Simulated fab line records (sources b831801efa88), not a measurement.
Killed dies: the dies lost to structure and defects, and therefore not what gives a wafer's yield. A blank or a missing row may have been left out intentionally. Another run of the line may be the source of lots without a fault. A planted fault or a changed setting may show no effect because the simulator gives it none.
Which of the tools did it?    flow sky130    route of 708 steps, sampled at 1 step: 11 lots, 33 wafers

WHAT THE GAUGES SHOWED, per wafer
SKY_VIA3_BOW_MEAS_03.
lot   measured      on             VIA3_BOW (um)
L408  day 39 02:44  film-metro-03  83 83 88
L411  day 39 18:52  film-metro-03  74 77 78
L412  day 40 01:50  film-metro-03  89 84 77
L414  day 41 03:46  film-metro-01  74 69 74
L415  day 41 07:32  film-metro-02  78 82 71
L417  day 41 15:35  film-metro-03  89 83 71
L418  day 42 03:53  film-metro-01  73 66 85
L425  day 44 06:33  film-metro-02  73 78 68
L429  day 44 23:52  film-metro-01  83 83 80
L430  day 45 11:25  film-metro-01  89 89 79
L431  day 45 13:49  film-metro-02  84 87 82

WHICH TOOL RAN EACH LOT (tool, then ch and the chambers of the sampled wafers, then the start)
The record holds no process step before these readings.

AS READ BY THE TOOLS THEMSELVES (means over the sampled wafers that have a number; for cases with no such wafer, the mark the record gives instead)
The record holds no such reading with a usual standard deviation.

THE ANSWER, worked out from the rows above alone
Rule: the usual values come from the lots themselves. The widest of any qualifying gaps counts: lots, ordered by their means at a reading, are off when they make up no more than a third of the lots, leave a main group of 4 or more, and stand apart from it by 3 or more times the standard deviation of that group's means. If all means in a main group match to the digits the tables above print for the reading, that group is not used. Also off: a lot with no number at a reading for which 4 or more lots have one. The other lots that the step has rows for count as sound. After the gauges, taken in route order, come the tools' own readings; for these a lot's mean is taken, as printed above. At the first step where some lot is off, the reading lying furthest off is the one used; lots without a number count as furthest.
No lot is off at any reading shown: from this, nothing can be told.

WHAT THE SIMULATOR HAD INSERTED
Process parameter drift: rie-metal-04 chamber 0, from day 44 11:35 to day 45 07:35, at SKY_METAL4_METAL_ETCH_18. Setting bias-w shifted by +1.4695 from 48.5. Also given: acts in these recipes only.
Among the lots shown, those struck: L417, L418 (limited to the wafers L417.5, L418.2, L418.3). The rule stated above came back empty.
